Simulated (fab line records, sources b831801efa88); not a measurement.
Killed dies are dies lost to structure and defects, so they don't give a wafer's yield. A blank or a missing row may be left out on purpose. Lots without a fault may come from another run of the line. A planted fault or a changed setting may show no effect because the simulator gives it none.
fab line records | flow sky130
record lots=5 wafers=15 last_day=49
route steps=708 shown LDD_N@237 LDD_P@255 LDD_HVN@267 LDD_HVP@278
lots that met no fault: from a run of the same line without faults
start_h: hours from the record's first day to the start of the lot's first wafer shown | wait_h: hours since the lot's step before | " the same as in the row above | L1.1+2: a row that stands for several wafers | - no value, or no start given | * or withheld: withheld | < > ~ a bound
route shown NAME@n: a module of which the file shows steps, and the number in the route of the first | usual: mean/standard deviation of fault-free wafers | same: alike in all rows | chamber/n: place in a boat | sites: the reading at each site | _std_site: their standard deviation | _edge_site: outer sites' mean less inner sites' | radius_mm: how far each site lies from the wafer's centre | mask NAME#n: copy n | behind: the tool/chamber that last shaped the wafer | hold: why the lot was held/for how many hours/how that ended | device: the transistor (n, p or np) that didn't switch | end of line: the same wafers' tests at the end of the route | a step without rows: its recipe alone | killed: dies lost to structure and defects at the first sort, not the wafer's yield | map: a wafer's dies, x killed, . not, _ none there
set.NAME: the setting as run; set.NAME@STEP: as run at that earlier step | model.NAME: the simulator's own value behind a step, which no gauge read
lots at some steps of the route; a table a step, a row a wafer
services: from which hour (start_h, from the record's first day; less than 0 if before it) a tool's chamber was out of use, for how many hours, and why
## steps
# step SKY_LDD_N_DEHYDRATE_00
# recipe temp_c=200 time_s=60
# columns lot.wafer tool chamber start_h wait_h
L075.3+4+5 litho_track-03 0 394.00 14.6
L082.1+3+4 litho_track-02 0 462.03 15.1
L085.2+3+5 litho_track-04 0 491.58 15.1
L087.1+3+4 litho_track-02 0 510.83 14.5
L093.1+3+4 litho_track-03 0 558.35 15.1
# step SKY_LDD_N_HMDS_01
# recipe prime_time_s=60 prime_temp_c=120
# columns lot.wafer tool chamber start_h wait_h
L075.3+4+5 litho_track-03 0 394.15 0.1
L082.1+3+4 litho_track-02 0 462.18 0.1
L085.2+3+5 litho_track-04 0 491.73 0.1
L087.1+3+4 litho_track-02 0 510.98 0.1
L093.1+3+4 litho_track-03 0 558.50 0.1
# step SKY_LDD_N_COAT_02
# recipe resist=NOVOLAK spin_rpm=3000 resist_thk_nm=300
# columns lot.wafer tool chamber start_h wait_h
L075.3+4+5 litho_track-03 0 394.30 0.1
L082.1+3+4 litho_track-02 0 462.33 0.1
L085.2+3+5 litho_track-04 0 491.88 0.1
L087.1+3+4 litho_track-02 0 511.13 0.1
L093.1+3+4 litho_track-03 0 558.65 0.1
# step SKY_LDD_N_SOFTBAKE_03
# recipe temp_c=90 time_s=60 resist=NOVOLAK
# columns lot.wafer tool chamber start_h wait_h
L075.3+4+5 litho_track-03 0 394.45 0.1
L082.1+3+4 litho_track-02 0 462.48 0.1
L085.2+3+5 litho_track-04 0 492.03 0.1
L087.1+3+4 litho_track-02 0 511.28 0.1
L093.1+3+4 litho_track-03 0 558.80 0.1
# step SKY_LDD_N_EXPOSE_04
# recipe mask_id=NTM target_cd_nm=840 na=0.6 source_shape=conventional sigma_outer=0.6 dose_mj=110
# columns lot.wafer tool chamber start_h wait_h mask
L075.3+4+5 iline_stepper-02 0 - - NTM#0
L082.1+3+4 iline_stepper-01 0 - - NTM#0
L085.2+3+5 iline_stepper-02 0 - - NTM#0
L087.1+3+4 iline_stepper-01 0 - - NTM#0
L093.1+3+4 iline_stepper-01 0 - - NTM#0
# step SKY_LDD_N_PEB_05
# recipe temp_c=withheld time_s=* resist=NOVOLAK
# columns lot.wafer tool chamber start_h wait_h
L075.3+4+5 litho_track-04 0 - -
L082.1+3+4 litho_track-04 0 - -
L085.2+3+5 litho_track-03 0 - -
L087.1+3+4 litho_track-04 0 - -
L093.1+3+4 litho_track-03 0 - -
# step SKY_LDD_N_DEVELOP_06
# recipe develop_time_s=60 dev_temp_c=23
# usual developer_temp_C=23.00/0.11
# columns lot.wafer tool chamber start_h wait_h developer_temp_C
L075.3 litho_track-04 0 408.21 0.1 23.04
L075.4 " 0 " " 22.89
L075.5 " 0 " " 22.86
L082.1 litho_track-04 0 477.56 0.1 22.92
L082.3 " 0 " " 23.06
L082.4 " 0 " " 22.96
L085.2 litho_track-03 0 506.53 0.1 23.07
L085.3 " 0 " " 23.02
L085.5 " 0 " " 23.06
L087.1 litho_track-04 0 526.71 0.1 23.11
L087.3 " 0 " " 23.16
L087.4 " 0 " " 23.14
L093.1 litho_track-03 0 573.40 0.1 22.90
L093.3 " 0 " " 22.72
L093.4 " 0 " " 22.96
# step SKY_LDD_N_OVL_MEAS_07
# usual LDD_N_OVL=0.4/1.2
# columns lot.wafer tool chamber start_h wait_h LDD_N_OVL[nm]
L075.3 overlay-01 - 408.32 0.1 -0.6
L075.4 " - " " -2.0
L075.5 " - " " -0.1
L082.1 overlay-01 - 477.71 0.1 -1.5
L082.3 " - " " -1.0
L082.4 " - " " 0.0
L085.2 overlay-02 - 506.66 0.1 2.2
L085.3 " - " " 2.5
L085.5 " - " " 1.6
L087.1 overlay-01 - 526.86 0.1 0.9
L087.3 " - " " 0.6
L087.4 " - " " 0.6
L093.1 overlay-02 - 573.55 0.1 0.9
L093.3 " - " " 1.0
L093.4 " - " " 0.7
# step SKY_LDD_N_IMPLANT_08
# recipe species=As energy_kev=20 dose_cm2=7.5e+13 tilt_deg=withheld rotation_deg=23
# same implant_ion_amu=75
# columns lot.wafer tool chamber start_h wait_h
L075.3+4+5 implanter-03 0 408.40 0.1
L082.1+3+4 implanter-01 0 477.75 0.0
L085.2+3+5 implanter-04 0 506.71 0.0
L087.1+3+4 implanter-04 0 526.90 0.0
L093.1+3+4 implanter-04 0 573.59 0.0
# step SKY_LDD_N_IMPLANT_09
# recipe species=As energy_kev=20 dose_cm2=7.5e+13 tilt_deg=withheld rotation_deg=113
# same implant_ion_amu=75
# columns lot.wafer tool chamber start_h wait_h
L075.3+4+5 implanter-03 0 408.55 0.1
L082.1+3+4 implanter-01 0 477.90 0.1
L085.2+3+5 implanter-04 0 506.86 0.1
L087.1+3+4 implanter-04 0 527.05 0.1
L093.1+3+4 implanter-04 0 573.74 0.1
# step SKY_LDD_N_IMPLANT_10
# recipe species=As energy_kev=20 dose_cm2=7.5e+13 tilt_deg=withheld rotation_deg=203
# same implant_ion_amu=75
# columns lot.wafer tool chamber start_h wait_h
L075.3+4+5 implanter-03 0 408.70 0.1
L082.1+3+4 implanter-01 0 478.05 0.1
L085.2+3+5 implanter-04 0 507.01 0.1
L087.1+3+4 implanter-04 0 527.20 0.1
L093.1+3+4 implanter-04 0 573.89 0.1
# step SKY_LDD_N_IMPLANT_11
# recipe species=As energy_kev=20 dose_cm2=7.5e+13 tilt_deg=withheld rotation_deg=293
# same implant_ion_amu=75
# columns lot.wafer tool chamber start_h wait_h
L075.3+4+5 implanter-03 0 408.85 0.1
L082.1+3+4 implanter-01 0 478.20 0.1
L085.2+3+5 implanter-04 0 507.16 0.1
L087.1+3+4 implanter-04 0 527.35 0.1
L093.1+3+4 implanter-04 0 574.04 0.1
# step SKY_LDD_N_IMPLANT_12
# recipe species=BF2 energy_kev=50 dose_cm2=5e+12 tilt_deg=30 rotation_deg=0
# same implant_ion_amu=49
# columns lot.wafer tool chamber start_h wait_h
L075.3+4+5 implanter-03 0 409.00 0.1
L082.1+3+4 implanter-01 0 478.35 0.1
L085.2+3+5 implanter-04 0 507.31 0.1
L087.1+3+4 implanter-04 0 527.50 0.1
L093.1+3+4 implanter-04 0 574.19 0.1
# step SKY_LDD_N_IMPLANT_13
# recipe species=BF2 energy_kev=50 dose_cm2=5e+12 tilt_deg=30 rotation_deg=90
# same implant_ion_amu=49
# columns lot.wafer tool chamber start_h wait_h
L075.3+4+5 implanter-03 0 409.15 0.1
L082.1+3+4 implanter-01 0 478.50 0.1
L085.2+3+5 implanter-04 0 507.46 0.1
L087.1+3+4 implanter-04 0 527.65 0.1
L093.1+3+4 implanter-04 0 574.34 0.1
# step SKY_LDD_N_IMPLANT_14
# recipe species=BF2 energy_kev=50 dose_cm2=5e+12 tilt_deg=30 rotation_deg=180
# same implant_ion_amu=49
# columns lot.wafer tool chamber start_h wait_h
L075.3+4+5 implanter-03 0 409.30 0.1
L082.1+3+4 implanter-01 0 478.65 0.1
L085.2+3+5 implanter-04 0 507.61 0.1
L087.1+3+4 implanter-04 0 527.80 0.1
L093.1+3+4 implanter-04 0 574.49 0.1
# step SKY_LDD_N_IMPLANT_15
# recipe species=BF2 energy_kev=50 dose_cm2=5e+12 tilt_deg=30 rotation_deg=270
# same implant_ion_amu=49
# columns lot.wafer tool chamber start_h wait_h
L075.3+4+5 implanter-03 0 409.45 0.1
L082.1+3+4 implanter-01 0 478.80 0.1
L085.2+3+5 implanter-04 0 507.76 0.1
L087.1+3+4 implanter-04 0 527.95 0.1
L093.1+3+4 implanter-04 0 574.64 0.1
# step SKY_LDD_N_STRIP_16
# recipe chemistry=O2/N2 power_w=1400 pressure_mtorr=1500 platen_temp_c=withheld o2_flow_sccm=3000 n2_flow_sccm=300 overash_fraction=0.5
# usual drypump_motor_current_A=5.5/0.55 oes_product_au=0.407/0.0047 strip_time_to_endpoint_s=4.318/0.014
# columns lot.wafer tool chamber start_h wait_h drypump_motor_current_A oes_product_au rf_hours_counter_h strip_time_to_endpoint_s
L075.3 plasma_asher-01 0 409.58 0.1 5.0 0.407 - 4.309
L075.4 " 1 " " 4.8 0.401 - 4.325
L075.5 " 1 " " 4.8 0.405 - 4.333
L082.1 plasma_asher-03 1 478.95 0.1 6.3 0.408 80 4.319
L082.3 " 0 " " 5.4 0.413 - 4.318
L082.4 " 1 " " 6.4 0.403 - 4.301
L085.2 plasma_asher-01 0 507.89 0.1 5.0 0.407 39 4.328
L085.3 " 0 " " 5.0 0.414 - 4.327
L085.5 " 0 " " 5.0 0.410 - 4.335
L087.1 plasma_asher-03 0 528.10 0.1 5.4 0.406 85 4.318
L087.3 " 1 " " 6.4 0.409 - 4.300
L087.4 " 0 " " 5.4 0.408 - 4.317
L093.1 plasma_asher-04 0 574.79 0.1 5.6 0.401 77 4.306
L093.3 " 1 " " 6.0 0.408 - 4.328
L093.4 " 0 " " 5.7 0.412 - 4.326
# step SKY_LDD_N_TW_MEAS_17
# usual LDD_N_TW=2596/17
# columns lot.wafer tool chamber start_h wait_h LDD_N_TW
L075.3 film_metro-03 - 409.67 0.1 2610
L075.4 " - " " 2609
L075.5 " - " " 2591
L082.1 film_metro-03 - 479.05 0.1 2596
L082.3 " - " " 2607
L082.4 " - " " 2608
L085.2 film_metro-03 - 508.00 0.1 2568
L085.3 " - " " 2590
L085.5 " - " " 2584
L087.1 film_metro-02 - 528.20 0.1 2564
L087.3 " - " " 2562
L087.4 " - " " 2570
L093.1 film_metro-02 - 574.89 0.1 2585
L093.3 " - " " 2587
L093.4 " - " " 2581
# step SKY_LDD_P_DEHYDRATE_00
# recipe temp_c=200 time_s=60
# columns lot.wafer tool chamber start_h wait_h
L075.3+4+5 litho_track-03 0 424.65 15.0
L082.1+3+4 litho_track-01 0 494.29 15.2
L085.2+3+5 litho_track-02 0 523.20 15.2
L087.1+3+4 litho_track-01 0 542.49 14.3
L093.1+3+4 litho_track-02 0 589.23 14.3
# step SKY_LDD_P_HMDS_01
# recipe prime_time_s=60 prime_temp_c=120
# columns lot.wafer tool chamber start_h wait_h
L075.3+4+5 litho_track-03 0 424.80 0.1
L082.1+3+4 litho_track-01 0 494.44 0.1
L085.2+3+5 litho_track-02 0 523.35 0.1
L087.1+3+4 litho_track-01 0 542.64 0.1
L093.1+3+4 litho_track-02 0 589.38 0.1
# step SKY_LDD_P_COAT_02
# recipe resist=NOVOLAK spin_rpm=3000 resist_thk_nm=1140
# columns lot.wafer tool chamber start_h wait_h
L075.3+4+5 litho_track-03 0 424.95 0.1
L082.1+3+4 litho_track-01 0 494.59 0.1
L085.2+3+5 litho_track-02 0 523.50 0.1
L087.1+3+4 litho_track-01 0 542.79 0.1
L093.1+3+4 litho_track-02 0 589.53 0.1
# step SKY_LDD_P_SOFTBAKE_03
# recipe temp_c=90 time_s=60 resist=NOVOLAK
# columns lot.wafer tool chamber start_h wait_h
L075.3+4+5 litho_track-03 0 425.10 0.1
L082.1+3+4 litho_track-01 0 494.74 0.1
L085.2+3+5 litho_track-02 0 523.65 0.1
L087.1+3+4 litho_track-01 0 542.94 0.1
L093.1+3+4 litho_track-02 0 589.68 0.1
# step SKY_LDD_P_EXPOSE_04
# recipe mask_id=PSDM na=0.6 source_shape=conventional sigma_outer=0.6 polarization=unpolarized target_cd_nm=380 dose_mj=138
# columns lot.wafer tool chamber start_h wait_h mask
L075.3+4+5 iline_stepper-01 0 - - PSDM#0
L082.1+3+4 iline_stepper-02 0 - - PSDM#0
L085.2+3+5 iline_stepper-02 0 - - PSDM#0
L087.1+3+4 iline_stepper-01 0 - - PSDM#0
L093.1+3+4 iline_stepper-02 0 - - PSDM#0
# step SKY_LDD_P_PEB_05
# recipe temp_c=withheld time_s=* resist=NOVOLAK
# columns lot.wafer tool chamber start_h wait_h
L075.3+4+5 litho_track-02 0 - -
L082.1+3+4 litho_track-02 0 - -
L085.2+3+5 litho_track-03 0 - -
L087.1+3+4 litho_track-03 0 - -
L093.1+3+4 litho_track-02 0 - -
# step SKY_LDD_P_DEVELOP_06
# recipe resist=NOVOLAK developer=TMAH develop_time_s=60 dev_temp_c=23
# usual developer_temp_C=22.97/0.1
# columns lot.wafer tool chamber start_h wait_h developer_temp_C
L075.3 litho_track-02 0 439.83 0.1 22.92
L075.4 " 0 " " 23.00
L075.5 " 0 " " 22.92
L082.1 litho_track-02 0 509.78 0.1 23.08
L082.3 " 0 " " 22.96
L082.4 " 0 " " 23.14
L085.2 litho_track-03 0 538.38 0.1 22.94
L085.3 " 0 " " 23.07
L085.5 " 0 " " 23.02
L087.1 litho_track-03 0 558.20 0.1 22.91
L087.3 " 0 " " 22.96
L087.4 " 0 " " 23.23
L093.1 litho_track-02 0 603.63 0.1 22.93
L093.3 " 0 " " 22.92
L093.4 " 0 " " 22.96
# step SKY_LDD_P_CD_MEAS_07
# recipe target_cd_nm=380
# usual cd_nm=379.4/2.5
# columns lot.wafer tool chamber start_h wait_h cd_nm
L075.3 cd_sem-01 - 439.97 0.1 378.9
L075.4 " - " " 379.7
L075.5 " - " " 381.6
L082.1 cd_sem-02 - 509.93 0.1 375.3
L082.3 " - " " 377.5
L082.4 " - " " 378.5
L085.2 cd_sem-01 - 538.52 0.1 381.2
L085.3 " - " " 378.8
L085.5 " - " " 383.8
L087.1 cd_sem-02 - 558.40 0.2 381.2
L087.3 " - " " 381.5
L087.4 " - " " 381.8
L093.1 cd_sem-02 - 603.78 0.1 373.5
L093.3 " - " " 374.6
L093.4 " - " " 377.0
# step SKY_LDD_P_OVL_MEAS_08
# usual LDD_P_OVL=0.0/1.3
# columns lot.wafer tool chamber start_h wait_h LDD_P_OVL[nm]
L075.3 overlay-01 - 440.06 0.1 -0.2
L075.4 " - " " -0.3
L075.5 " - " " 0.7
L082.1 overlay-01 - 510.05 0.1 1.7
L082.3 " - " " 3.2
L082.4 " - " " 2.1
L085.2 overlay-01 - 538.63 0.1 -1.7
L085.3 " - " " -0.9
L085.5 " - " " -0.4
L087.1 overlay-02 - 558.52 0.1 1.5
L087.3 " - " " 0.3
L087.4 " - " " -2.5
L093.1 overlay-01 - 603.90 0.1 -0.3
L093.3 " - " " -1.0
L093.4 " - " " 1.1
# step SKY_LDD_P_IMPLANT_09
# recipe species=BF2 energy_kev=25 dose_cm2=1e+13 tilt_deg=withheld
# same implant_ion_amu=49
# columns lot.wafer tool chamber start_h wait_h
L075.3+4+5 implanter-01 0 440.13 0.1
L082.1+3+4 implanter-02 0 510.08 0.0
L085.2+3+5 implanter-02 0 538.68 0.0
L087.1+3+4 implanter-02 0 558.55 0.0
L093.1+3+4 implanter-01 0 603.93 0.0
# step SKY_LDD_P_STRIP_10
# recipe chemistry=O2/N2 power_w=1400 pressure_mtorr=1500 platen_temp_c=withheld o2_flow_sccm=3000 n2_flow_sccm=300 overash_fraction=0.5
# usual drypump_motor_current_A=6.0/0.41 oes_product_au=0.716/0.0046 strip_time_to_endpoint_s=14.19/0.04
# columns lot.wafer tool chamber start_h wait_h drypump_motor_current_A oes_product_au rf_hours_counter_h strip_time_to_endpoint_s
L075.3 plasma_asher-02 1 440.27 0.1 5.8 0.723 - 14.26
L075.4 " 0 " " 6.6 0.724 - 14.26
L075.5 " 1 " " 5.8 0.726 - 14.27
L082.1 plasma_asher-04 0 510.23 0.1 5.6 0.721 71 14.12
L082.3 " 0 " " 5.6 0.726 - 14.16
L082.4 " 1 " " 6.0 0.718 - 14.15
L085.2 plasma_asher-02 0 538.81 0.1 6.6 0.722 10 14.16
L085.3 " 1 " " 5.7 0.717 - 14.16
L085.5 " 0 " " 6.6 0.715 - 14.13
L087.1 plasma_asher-02 0 558.70 0.1 6.5 0.725 11 14.21
L087.3 " 0 " " 6.5 0.710 - 14.19
L087.4 " 1 " " 5.7 0.716 - 14.19
L093.1 plasma_asher-03 1 604.08 0.1 6.4 0.720 93 14.21
L093.3 " 1 " " 6.4 0.714 - 14.20
L093.4 " 0 " " 5.4 0.721 - 14.18
# step SKY_LDD_P_TW_MEAS_11
# usual LDD_P_TW=636/6.9
# columns lot.wafer tool chamber start_h wait_h LDD_P_TW
L075.3 film_metro-04 - 440.35 0.1 631
L075.4 " - " " 632
L075.5 " - " " 632
L082.1 film_metro-03 - 510.33 0.1 639
L082.3 " - " " 638
L082.4 " - " " 634
L085.2 film_metro-04 - 538.92 0.1 623
L085.3 " - " " 623
L085.5 " - " " 624
L087.1 film_metro-01 - 558.80 0.1 648
L087.3 " - " " 644
L087.4 " - " " 647
L093.1 film_metro-03 - 604.18 0.1 638
L093.3 " - " " 639
L093.4 " - " " 642
# step SKY_LDD_HVN_DEHYDRATE_00
# recipe temp_c=200 time_s=60
# columns lot.wafer tool chamber start_h wait_h
L075.3+4+5 litho_track-03 0 455.35 15.0
L082.1+3+4 litho_track-04 0 524.86 14.5
L085.2+3+5 litho_track-01 0 553.87 14.9
L087.1+3+4 litho_track-03 0 572.65 13.8
L093.1+3+4 litho_track-03 0 618.50 14.3
# step SKY_LDD_HVN_HMDS_01
# recipe prime_time_s=60 prime_temp_c=120
# columns lot.wafer tool chamber start_h wait_h
L075.3+4+5 litho_track-03 0 455.50 0.1
L082.1+3+4 litho_track-04 0 525.01 0.1
L085.2+3+5 litho_track-01 0 554.02 0.1
L087.1+3+4 litho_track-03 0 572.80 0.1
L093.1+3+4 litho_track-03 0 618.65 0.1
# step SKY_LDD_HVN_COAT_02
# recipe resist=NOVOLAK spin_rpm=3000 resist_thk_nm=300
# columns lot.wafer tool chamber start_h wait_h
L075.3+4+5 litho_track-03 0 455.65 0.1
L082.1+3+4 litho_track-04 0 525.16 0.1
L085.2+3+5 litho_track-01 0 554.17 0.1
L087.1+3+4 litho_track-03 0 572.95 0.1
L093.1+3+4 litho_track-03 0 618.80 0.1
# step SKY_LDD_HVN_SOFTBAKE_03
# recipe temp_c=90 time_s=60 resist=NOVOLAK
# columns lot.wafer tool chamber start_h wait_h
L075.3+4+5 litho_track-03 0 455.80 0.1
L082.1+3+4 litho_track-04 0 525.31 0.1
L085.2+3+5 litho_track-01 0 554.32 0.1
L087.1+3+4 litho_track-03 0 573.10 0.1
L093.1+3+4 litho_track-03 0 618.95 0.1
# step SKY_LDD_HVN_EXPOSE_04
# recipe mask_id=HVNTM na=0.6 source_shape=conventional sigma_outer=0.6 polarization=unpolarized target_cd_nm=700 dose_mj=127
# columns lot.wafer tool chamber start_h wait_h mask
L075.3+4+5 iline_stepper-01 0 - - HVNTM#0
L082.1+3+4 iline_stepper-01 0 - - HVNTM#0
L085.2+3+5 iline_stepper-02 0 - - HVNTM#0
L087.1+3+4 iline_stepper-01 0 - - HVNTM#0
L093.1+3+4 iline_stepper-02 0 - - HVNTM#0
# step SKY_LDD_HVN_PEB_05
# recipe temp_c=withheld time_s=* resist=NOVOLAK
# columns lot.wafer tool chamber start_h wait_h
L075.3+4+5 litho_track-01 0 - -
L082.1+3+4 litho_track-04 0 - -
L085.2+3+5 litho_track-03 0 - -
L087.1+3+4 litho_track-01 0 - -
L093.1+3+4 litho_track-01 0 - -
# step SKY_LDD_HVN_DEVELOP_06
# recipe resist=NOVOLAK developer=TMAH develop_time_s=60 dev_temp_c=23
# usual developer_temp_C=23.01/0.11
# columns lot.wafer tool chamber start_h wait_h developer_temp_C
L075.3 litho_track-01 0 470.94 0.1 22.96
L075.4 " 0 " " 22.90
L075.5 " 0 " " 22.76
L082.1 litho_track-04 0 540.01 0.1 22.95
L082.3 " 0 " " 22.91
L082.4 " 0 " " 22.89
L085.2 litho_track-03 0 568.88 0.1 23.09
L085.3 " 0 " " 23.02
L085.5 " 0 " " 23.15
L087.1 litho_track-01 0 587.74 0.1 22.95
L087.3 " 0 " " 22.95
L087.4 " 0 " " 23.04
L093.1 litho_track-01 0 632.39 0.1 22.92
L093.3 " 0 " " 23.05
L093.4 " 0 " " 22.85
# step SKY_LDD_HVN_OVL_MEAS_07
# usual LDD_HVN_OVL=-0.5/1.4
# columns lot.wafer tool chamber start_h wait_h LDD_HVN_OVL[nm]
L075.3 overlay-02 - 471.06 0.1 -2.6
L075.4 " - " " -2.0
L075.5 " - " " -4.2
L082.1 overlay-02 - 540.16 0.1 0.0
L082.3 " - " " -0.2
L082.4 " - " " -0.7
L085.2 overlay-01 - 569.01 0.1 -0.5
L085.3 " - " " -0.6
L085.5 " - " " -1.1
L087.1 overlay-01 - 587.89 0.1 -1.2
L087.3 " - " " -1.1
L087.4 " - " " -0.3
L093.1 overlay-01 - 632.54 0.1 -0.8
L093.3 " - " " -1.5
L093.4 " - " " -3.2
# step SKY_LDD_HVN_IMPLANT_08
# recipe species=P energy_kev=60 dose_cm2=3e+13 tilt_deg=40
# same implant_ion_amu=31
# columns lot.wafer tool chamber start_h wait_h
L075.3+4+5 implanter-03 0 471.13 0.1
L082.1+3+4 implanter-03 0 540.20 0.0
L085.2+3+5 implanter-01 0 569.06 0.0
L087.1+3+4 implanter-03 0 587.93 0.0
L093.1+3+4 implanter-01 0 632.58 0.0
# step SKY_LDD_HVN_STRIP_09
# recipe chemistry=O2/N2 power_w=1400 pressure_mtorr=1500 platen_temp_c=withheld o2_flow_sccm=3000 n2_flow_sccm=300 overash_fraction=0.5
# usual drypump_motor_current_A=5.7/0.58 oes_product_au=0.409/0.0047 strip_time_to_endpoint_s=4.135/0.015
# columns lot.wafer tool chamber start_h wait_h drypump_motor_current_A oes_product_au rf_hours_counter_h strip_time_to_endpoint_s
L075.3 plasma_asher-04 1 471.26 0.1 6.0 0.411 - 4.121
L075.4 " 0 " " 5.6 0.420 - 4.142
L075.5 " 1 " " 6.0 0.406 - 4.143
L082.1 plasma_asher-04 0 540.35 0.1 5.6 0.412 73 4.159
L082.3 " 1 " " 6.0 0.405 - 4.160
L082.4 " 0 " " 5.6 0.413 - 4.130
L085.2 plasma_asher-02 1 569.19 0.1 5.7 0.406 13 4.152
L085.3 " 1 " " 5.7 0.403 - 4.165
L085.5 " 0 " " 6.5 0.407 - 4.144
L087.1 plasma_asher-02 0 588.08 0.1 6.5 0.408 14 4.131
L087.3 " 0 " " 6.6 0.399 - 4.108
L087.4 " 1 " " 5.7 0.397 - 4.103
L093.1 plasma_asher-02 0 632.73 0.1 6.5 0.407 19 4.126
L093.3 " 0 " " 6.5 0.412 - 4.127
L093.4 " 1 " " 5.8 0.408 - 4.138
# step SKY_LDD_HVN_TW_MEAS_10
# usual LDD_HVN_TW=1432/11
# columns lot.wafer tool chamber start_h wait_h LDD_HVN_TW
L075.3 film_metro-02 - 471.35 0.1 1442
L075.4 " - " " 1449
L075.5 " - " " 1441
L082.1 film_metro-04 - 540.45 0.1 1424
L082.3 " - " " 1419
L082.4 " - " " 1416
L085.2 film_metro-04 - 569.30 0.1 1424
L085.3 " - " " 1430
L085.5 " - " " 1416
L087.1 film_metro-02 - 588.18 0.1 1426
L087.3 " - " " 1430
L087.4 " - " " 1432
L093.1 film_metro-02 - 632.83 0.1 1430
L093.3 " - " " 1430
L093.4 " - " " 1424
# step SKY_LDD_HVP_DEHYDRATE_00
# recipe temp_c=200 time_s=60
# columns lot.wafer tool chamber start_h wait_h
L075.3+4+5 litho_track-01 0 485.39 14.0
L082.1+3+4 litho_track-02 0 555.58 15.1
L085.2+3+5 litho_track-02 0 583.35 14.0
L087.1+3+4 litho_track-01 0 601.64 13.5
L093.1+3+4 litho_track-02 0 646.88 14.0
# step SKY_LDD_HVP_HMDS_01
# recipe prime_time_s=60 prime_temp_c=120
# columns lot.wafer tool chamber start_h wait_h
L075.3+4+5 litho_track-01 0 485.54 0.1
L082.1+3+4 litho_track-02 0 555.73 0.1
L085.2+3+5 litho_track-02 0 583.50 0.1
L087.1+3+4 litho_track-01 0 601.79 0.1
L093.1+3+4 litho_track-02 0 647.03 0.1
# step SKY_LDD_HVP_COAT_02
# recipe resist=NOVOLAK spin_rpm=3000 resist_thk_nm=300
# columns lot.wafer tool chamber start_h wait_h
L075.3+4+5 litho_track-01 0 485.69 0.1
L082.1+3+4 litho_track-02 0 555.88 0.1
L085.2+3+5 litho_track-02 0 583.65 0.1
L087.1+3+4 litho_track-01 0 601.94 0.1
L093.1+3+4 litho_track-02 0 647.18 0.1
# step SKY_LDD_HVP_SOFTBAKE_03
# recipe temp_c=90 time_s=60 resist=NOVOLAK
# columns lot.wafer tool chamber start_h wait_h
L075.3+4+5 litho_track-01 0 485.84 0.1
L082.1+3+4 litho_track-02 0 556.03 0.1
L085.2+3+5 litho_track-02 0 583.80 0.1
L087.1+3+4 litho_track-01 0 602.09 0.1
L093.1+3+4 litho_track-02 0 647.33 0.1
# step SKY_LDD_HVP_EXPOSE_04
# recipe mask_id=HVPTM na=0.6 source_shape=conventional sigma_outer=0.6 polarization=unpolarized target_cd_nm=700 dose_mj=86
# columns lot.wafer tool chamber start_h wait_h mask
L075.3+4+5 iline_stepper-02 0 - - HVPTM#0
L082.1+3+4 iline_stepper-02 0 - - HVPTM#0
L085.2+3+5 iline_stepper-02 0 - - HVPTM#0
L087.1+3+4 iline_stepper-02 0 - - HVPTM#0
L093.1+3+4 iline_stepper-01 0 - - HVPTM#0
# step SKY_LDD_HVP_PEB_05
# recipe temp_c=withheld time_s=* resist=NOVOLAK
# columns lot.wafer tool chamber start_h wait_h
L075.3+4+5 litho_track-02 0 - -
L082.1+3+4 litho_track-04 0 - -
L085.2+3+5 litho_track-04 0 - -
L087.1+3+4 litho_track-04 0 - -
L093.1+3+4 litho_track-04 0 - -
# step SKY_LDD_HVP_DEVELOP_06
# recipe resist=NOVOLAK developer=TMAH develop_time_s=60 dev_temp_c=23
# usual developer_temp_C=22.99/0.11
# columns lot.wafer tool chamber start_h wait_h developer_temp_C
L075.3 litho_track-02 0 501.48 0.1 22.86
L075.4 " 0 " " 22.93
L075.5 " 0 " " 22.93
L082.1 litho_track-04 0 570.56 0.1 22.89
L082.3 " 0 " " 22.93
L082.4 " 0 " " 22.97
L085.2 litho_track-04 0 598.43 0.1 23.02
L085.3 " 0 " " 22.99
L085.5 " 0 " " 23.06
L087.1 litho_track-04 0 616.86 0.1 23.07
L087.3 " 0 " " 23.10
L087.4 " 0 " " 23.08
L093.1 litho_track-04 0 661.41 0.1 23.06
L093.3 " 0 " " 23.19
L093.4 " 0 " " 23.25
# step SKY_LDD_HVP_OVL_MEAS_07
# usual LDD_HVP_OVL=-1.1/1.6
# columns lot.wafer tool chamber start_h wait_h LDD_HVP_OVL[nm]
L075.3 overlay-01 - 501.59 0.1 -1.0
L075.4 " - " " -0.6
L075.5 " - " " -1.7
L082.1 overlay-02 - 570.71 0.1 -2.6
L082.3 " - " " -1.9
L082.4 " - " " -2.8
L085.2 overlay-01 - 598.57 0.1 -0.3
L085.3 " - " " -0.5
L085.5 " - " " -0.4
L087.1 overlay-02 - 617.01 0.1 -0.5
L087.3 " - " " -3.5
L087.4 " - " " -3.0
L093.1 overlay-02 - 661.56 0.1 0.5
L093.3 " - " " 1.0
L093.4 " - " " 1.3
# step SKY_LDD_HVP_IMPLANT_08
# recipe species=B energy_kev=20 dose_cm2=1.7e+13 tilt_deg=17.9
# same implant_ion_amu=11
# columns lot.wafer tool chamber start_h wait_h
L075.3+4+5 implanter-04 0 501.66 0.1
L082.1+3+4 implanter-03 0 570.75 0.0
L085.2+3+5 implanter-04 0 598.62 0.0
L087.1+3+4 implanter-02 0 617.05 0.0
L093.1+3+4 implanter-04 0 663.26 1.7
## services
# columns tool chamber start_h hours kind
implanter-03 - 373.97 7.8 repair
implanter-03 - 392.12 6.8 repair
implanter-03 - 398.66 1.7 repair
iline_stepper-02 - 403.72 1.7 pm
plasma_asher-02 - 421.25 9.0 pm
implanter-03 - 422.39 18.8 pm
iline_stepper-02 - 422.76 5.5 repair
plasma_asher-02 - 426.04 0.7 repair
implanter-04 - 445.91 3.2 pm
plasma_asher-02 - 446.25 10.6 repair
iline_stepper-01 - 447.12 3.7 repair
iline_stepper-02 - 453.08 7.2 repair
implanter-01 - 480.89 3.6 pm
implanter-03 - 499.91 2.8 pm
iline_stepper-01 - 521.31 1.7 pm
implanter-04 - 554.14 6.3 repair
implanter-01 - 556.46 1.2 repair
implanter-01 - 580.49 3.8 pm
iline_stepper-01 - 594.44 2.1 pm
iline_stepper-02 - 621.90 1.7 pm
implanter-04 - 625.59 3.5 repair
implanter-04 - 635.79 5.4 pm
implanter-04 - 658.54 3.7 repair
implanter-03 - 660.27 5.9 repair
## key
fault none
